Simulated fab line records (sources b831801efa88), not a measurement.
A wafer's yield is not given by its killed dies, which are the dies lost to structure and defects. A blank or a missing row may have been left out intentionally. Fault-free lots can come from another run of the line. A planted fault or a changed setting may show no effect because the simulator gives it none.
What tool caused it? / flow gf180mcu / 13 lots, 37 wafers sampled, at 5 steps of a route of 602

WHAT EACH GAUGE READ, for each wafer
GF_V5_THK_MEAS_03. Usual: V5_CVD_02_THK typically reads 1456 nm, with standard deviation 17.
lot=L584; measured=day 26 02:46; on=film-metro-01; V5_CVD_02_THK (nm)=1418 1455 1465; flag=
lot=L585; measured=day 26 13:55; on=film-metro-01; V5_CVD_02_THK (nm)=1440 1477 1488; flag=
lot=L586; measured=day 26 23:49; on=film-metro-01; V5_CVD_02_THK (nm)=1463 1452 1469; flag=
lot=L587; measured=day 27 02:28; on=film-metro-03; V5_CVD_02_THK (nm)=1445 1464 1473; flag=
lot=L588; measured=day 27 12:27; on=film-metro-03; V5_CVD_02_THK (nm)=1463 1443 1486; flag=
lot=L589; measured=day 27 23:02; on=film-metro-02; V5_CVD_02_THK (nm)=1433 1447 1464; flag=
lot=L590; measured=day 28 06:12; on=film-metro-01; V5_CVD_02_THK (nm)=1444 1452 1471; flag=
lot=L591; measured=day 28 09:27; on=film-metro-03; V5_CVD_02_THK (nm)=1444 1468 1458; flag=
lot=L597; measured=day 30 14:38; on=film-metro-02; V5_CVD_02_THK (nm)=1445 1446 1470; flag=
lot=L599; measured=day 31 02:00; on=film-metro-02; V5_CVD_02_THK (nm)=1463 1459; flag=
lot=L600; measured=day 31 02:17; on=film-metro-03; V5_CVD_02_THK (nm)=1472 1479; flag=
lot=L601; measured=day 31 14:43; on=film-metro-03; V5_CVD_02_THK (nm)=1472 1468 1475; flag=
lot=L604; measured=day 32 08:49; on=film-metro-01; V5_CVD_02_THK (nm)=1467 1478 1483; flag=

GF_PASSIVATION_THK_MEAS_01. Usual: PASSIVATION_CVD_00_THK typically reads 1005 nm, with standard deviation 13.
lot=L584; measured=day 27 23:05; on=film-metro-04; PASSIVATION_CVD_00_THK (nm)=1008 1017 1015; flag=
lot=L585; measured=day 28 08:47; on=film-metro-02; PASSIVATION_CVD_00_THK (nm)=992 1000 1016; flag=
lot=L586; measured=day 28 18:19; on=film-metro-03; PASSIVATION_CVD_00_THK (nm)=1000 985 1013; flag=
lot=L587; measured=day 28 21:43; on=film-metro-02; PASSIVATION_CVD_00_THK (nm)=985 997 1025; flag=
lot=L588; measured=day 29 07:01; on=film-metro-02; PASSIVATION_CVD_00_THK (nm)=1010 1001 1022; flag=
lot=L589; measured=day 29 15:59; on=film-metro-04; PASSIVATION_CVD_00_THK (nm)=995 993 1002; flag=
lot=L590; measured=day 29 23:08; on=film-metro-04; PASSIVATION_CVD_00_THK (nm)=1015 1009 1030; flag=
lot=L591; measured=day 30 02:06; on=film-metro-04; PASSIVATION_CVD_00_THK (nm)=989 1004 1010; flag=
lot=L597; measured=day 32 03:55; on=film-metro-03; PASSIVATION_CVD_00_THK (nm)=1002 994 1161; flag=OFF
lot=L599; measured=day 32 15:08; on=film-metro-03; PASSIVATION_CVD_00_THK (nm)=1128 1143; flag=OFF
lot=L600; measured=day 32 15:50; on=film-metro-03; PASSIVATION_CVD_00_THK (nm)=1023 1149; flag=OFF
lot=L601; measured=day 33 01:59; on=film-metro-04; PASSIVATION_CVD_00_THK (nm)=1020 1014 1011; flag=
lot=L604; measured=day 33 19:02; on=film-metro-04; PASSIVATION_CVD_00_THK (nm)=1006 1013 1013; flag=

TOOL THAT RAN EACH LOT (tool first, then ch and the chambers of the sampled wafers, then the start)
lot=L584; GF_MIM_SPUTTER_09=pvd-sputter-02, day 24 07:20; GF_V5_ETCH_16=rie-diel-03 ch 0,3, day 26 23:38; GF_PASSIVATION_CVD_00=pecvd-02 ch 1,2, day 27 23:00
lot=L585; GF_MIM_SPUTTER_09=pvd-sputter-03, day 24 17:53; GF_V5_ETCH_16=rie-diel-01 ch 1,2, day 27 10:25; GF_PASSIVATION_CVD_00=pecvd-01 ch 0,1,2, day 28 08:41
lot=L586; GF_MIM_SPUTTER_09=pvd-sputter-01, day 25 04:40; GF_V5_ETCH_16=rie-diel-01 ch 1,3, day 27 20:32; GF_PASSIVATION_CVD_00=pecvd-01 ch 0,2, day 28 18:14
lot=L587; GF_MIM_SPUTTER_09=pvd-sputter-03, day 25 07:54; GF_V5_ETCH_16=rie-diel-03 ch 1,2, day 27 23:16; GF_PASSIVATION_CVD_00=pecvd-02 ch 0,1,2, day 28 21:39
lot=L588; GF_MIM_SPUTTER_09=pvd-sputter-01, day 25 17:40; GF_V5_ETCH_16=rie-diel-02 ch 0,3, day 28 08:49; GF_PASSIVATION_CVD_00=pecvd-01 ch 0,1, day 29 06:57
lot=L589; GF_MIM_SPUTTER_09=pvd-sputter-01, day 26 05:04; GF_V5_ETCH_16=rie-diel-03 ch 0,1,3, day 28 18:49; GF_PASSIVATION_CVD_00=pecvd-02 ch 1,2, day 29 15:54
lot=L590; GF_MIM_SPUTTER_09=pvd-sputter-03, day 26 13:11; GF_V5_ETCH_16=rie-diel-02 ch 0,2, day 29 02:10; GF_PASSIVATION_CVD_00=pecvd-03 ch 0,1, day 29 23:04
lot=L591; GF_MIM_SPUTTER_09=pvd-sputter-01, day 26 16:40; GF_V5_ETCH_16=rie-diel-01 ch 1,2,3, day 29 04:43; GF_PASSIVATION_CVD_00=pecvd-01 ch 0,1,2, day 30 02:00
lot=L597; GF_MIM_SPUTTER_09=pvd-sputter-01, day 28 23:41; GF_V5_ETCH_16=rie-diel-01 ch 1,2,3, day 31 08:34; GF_PASSIVATION_CVD_00=pecvd-03 ch 0,1,2, day 32 03:50
lot=L599; GF_MIM_SPUTTER_09=pvd-sputter-01, day 29 11:55; GF_V5_ETCH_16=rie-diel-01 ch 1,2, day 31 19:29; GF_PASSIVATION_CVD_00=pecvd-03 ch 0,1, day 32 15:03
lot=L600; GF_MIM_SPUTTER_09=pvd-sputter-03, day 29 12:29; GF_V5_ETCH_16=rie-diel-03 ch 0,3, day 31 20:07; GF_PASSIVATION_CVD_00=pecvd-03 ch 0,2, day 32 15:46
lot=L601; GF_MIM_SPUTTER_09=pvd-sputter-02, day 30 01:11; GF_V5_ETCH_16=rie-diel-01 ch 0,1, day 32 08:01; GF_PASSIVATION_CVD_00=pecvd-02 ch 0,1,2, day 33 01:55
lot=L604; GF_MIM_SPUTTER_09=pvd-sputter-02, day 30 21:48; GF_V5_ETCH_16=rie-diel-01 ch 1,2,3, day 33 01:22; GF_PASSIVATION_CVD_00=pecvd-02 ch 0,1,2, day 33 18:56
- GF_MIM_SPUTTER_09: material TiN, target thk 35 nm, time 29.2 s.
- GF_V5_ETCH_16: etches BARC in N2/H2.
- GF_PASSIVATION_CVD_00: deposits SiO2 from TEOS, target thk 1000 nm, time 111.95 s.

WHAT THE TOOLS THEMSELVES READ (means of the sampled wafers that have a number; where no wafer has one, the mark that the record gives instead)
GF_MIM_SPUTTER_09. Usual: throttle-valve-pct at 29.9 %, with a standard deviation of 1.
lot=L584; tool=pvd-sputter-02; throttle-valve-pct (%)=29.7; flag=
lot=L585; tool=pvd-sputter-03; throttle-valve-pct (%)=30.0; flag=
lot=L586; tool=pvd-sputter-01; throttle-valve-pct (%)=30.0; flag=
lot=L587; tool=pvd-sputter-03; throttle-valve-pct (%)=29.3; flag=
lot=L588; tool=pvd-sputter-01; throttle-valve-pct (%)=29.5; flag=
lot=L589; tool=pvd-sputter-01; throttle-valve-pct (%)=29.4; flag=
lot=L590; tool=pvd-sputter-03; throttle-valve-pct (%)=29.5; flag=
lot=L591; tool=pvd-sputter-01; throttle-valve-pct (%)=29.6; flag=
lot=L597; tool=pvd-sputter-01; throttle-valve-pct (%)=30.7; flag=
lot=L599; tool=pvd-sputter-01; throttle-valve-pct (%)=30.0; flag=
lot=L600; tool=pvd-sputter-03; throttle-valve-pct (%)=29.8; flag=
lot=L601; tool=pvd-sputter-02; throttle-valve-pct (%)=30.4; flag=
lot=L604; tool=pvd-sputter-02; throttle-valve-pct (%)=29.4; flag=

GF_V5_ETCH_16. Usual: drypump-motor-current-A 5.8 A, standard deviation 0.3; oes-product-au 0.854 a.u., standard deviation 0.0051; throttle-valve-pct 13.224 %, standard deviation 0.009.
lot=L584; tool=rie-diel-03; drypump-motor-current-A (A)=5.7; oes-product-au (a.u.)=0.851; throttle-valve-pct (%)=13.235; flag=
lot=L585; tool=rie-diel-01; drypump-motor-current-A (A)=5.6; oes-product-au (a.u.)=0.854; throttle-valve-pct (%)=13.218; flag=
lot=L586; tool=rie-diel-01; drypump-motor-current-A (A)=6.1; oes-product-au (a.u.)=0.855; throttle-valve-pct (%)=13.232; flag=
lot=L587; tool=rie-diel-03; drypump-motor-current-A (A)=6.0; oes-product-au (a.u.)=0.855; throttle-valve-pct (%)=13.233; flag=
lot=L588; tool=rie-diel-02; drypump-motor-current-A (A)=5.8; oes-product-au (a.u.)=0.851; throttle-valve-pct (%)=13.225; flag=
lot=L589; tool=rie-diel-03; drypump-motor-current-A (A)=5.7; oes-product-au (a.u.)=0.852; throttle-valve-pct (%)=13.229; flag=
lot=L590; tool=rie-diel-02; drypump-motor-current-A (A)=5.9; oes-product-au (a.u.)=0.853; throttle-valve-pct (%)=13.225; flag=
lot=L591; tool=rie-diel-01; drypump-motor-current-A (A)=5.9; oes-product-au (a.u.)=0.849; throttle-valve-pct (%)=13.218; flag=
lot=L597; tool=rie-diel-01; drypump-motor-current-A (A)=5.9; oes-product-au (a.u.)=0.855; throttle-valve-pct (%)=13.221; flag=
lot=L599; tool=rie-diel-01; drypump-motor-current-A (A)=5.7; oes-product-au (a.u.)=0.852; throttle-valve-pct (%)=13.216; flag=
lot=L600; tool=rie-diel-03; drypump-motor-current-A (A)=5.7; oes-product-au (a.u.)=0.855; throttle-valve-pct (%)=13.237; flag=
lot=L601; tool=rie-diel-01; drypump-motor-current-A (A)=5.7; oes-product-au (a.u.)=0.854; throttle-valve-pct (%)=13.222; flag=
lot=L604; tool=rie-diel-01; drypump-motor-current-A (A)=5.9; oes-product-au (a.u.)=0.854; throttle-valve-pct (%)=13.222; flag=

GF_PASSIVATION_CVD_00. Usual: heater-power-w 700 W, standard deviation 160; run-length-s 140.0 s, standard deviation 0.44.
lot=L584; tool=pecvd-02; heater-power-w (W)=671; run-length-s (s)=140.1; flag=
lot=L585; tool=pecvd-01; heater-power-w (W)=589; run-length-s (s)=140.1; flag=
lot=L586; tool=pecvd-01; heater-power-w (W)=463; run-length-s (s)=140.0; flag=
lot=L587; tool=pecvd-02; heater-power-w (W)=675; run-length-s (s)=139.9; flag=
lot=L588; tool=pecvd-01; heater-power-w (W)=794; run-length-s (s)=140.2; flag=
lot=L589; tool=pecvd-02; heater-power-w (W)=714; run-length-s (s)=140.3; flag=
lot=L590; tool=pecvd-03; heater-power-w (W)=862; run-length-s (s)=139.6; flag=
lot=L591; tool=pecvd-01; heater-power-w (W)=593; run-length-s (s)=140.0; flag=
lot=L597; tool=pecvd-03; heater-power-w (W)=786; run-length-s (s)=145.0; flag=OFF
lot=L599; tool=pecvd-03; heater-power-w (W)=792; run-length-s (s)=154.8; flag=OFF
lot=L600; tool=pecvd-03; heater-power-w (W)=754; run-length-s (s)=147.7; flag=OFF
lot=L601; tool=pecvd-02; heater-power-w (W)=629; run-length-s (s)=139.9; flag=
lot=L604; tool=pecvd-02; heater-power-w (W)=634; run-length-s (s)=140.3; flag=

THE ANSWER, worked out from the rows above alone
Rule: a lot counts as off when the mean over its wafers that have a number is more than 3 standard deviations away from the usual mean. Also off: a lot with no number at a reading for which 4 or more lots have one. The other lots that the step has rows for count as sound. The gauges are gone through in route order, then the tools' own readings, and for those a lot's mean is taken as printed above. The first step at which some lot is off is used, and at that step the reading that is off furthest; a lot without a number counts as furthest.
Off: L597, L599, L600, seen at GF_PASSIVATION_THK_MEAS_01 (PASSIVATION_CVD_00_THK).
If a tool, at a process step before that reading, ran all the lots that are off and no sound lot after the first of them, it fits. Not tried: the gauges at GF_PASSIVATION_THK_MEAS_01; whatever is off there is also off at GF_PASSIVATION_CVD_00, on other tools, and gauge error can't account for it. One candidate fits, namely pecvd-03 at GF_PASSIVATION_CVD_00. A fault onset in the window from L590 (day 29 23:04, its last sound lot) to L597 (day 32 03:50, its first lot off) fits.
The tool's own readings at GF_PASSIVATION_CVD_00 bear it out: on the lots that are off they differ by more than 5 times the standard deviation of the sound lots' means. run-length-s reads 149.2 s there against 140.0 s on the sound lots.

WHAT THE SIMULATOR HAD INSERTED
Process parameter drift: pecvd-03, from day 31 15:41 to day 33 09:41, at GF_PASSIVATION_CVD_00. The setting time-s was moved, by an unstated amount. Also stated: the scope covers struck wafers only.
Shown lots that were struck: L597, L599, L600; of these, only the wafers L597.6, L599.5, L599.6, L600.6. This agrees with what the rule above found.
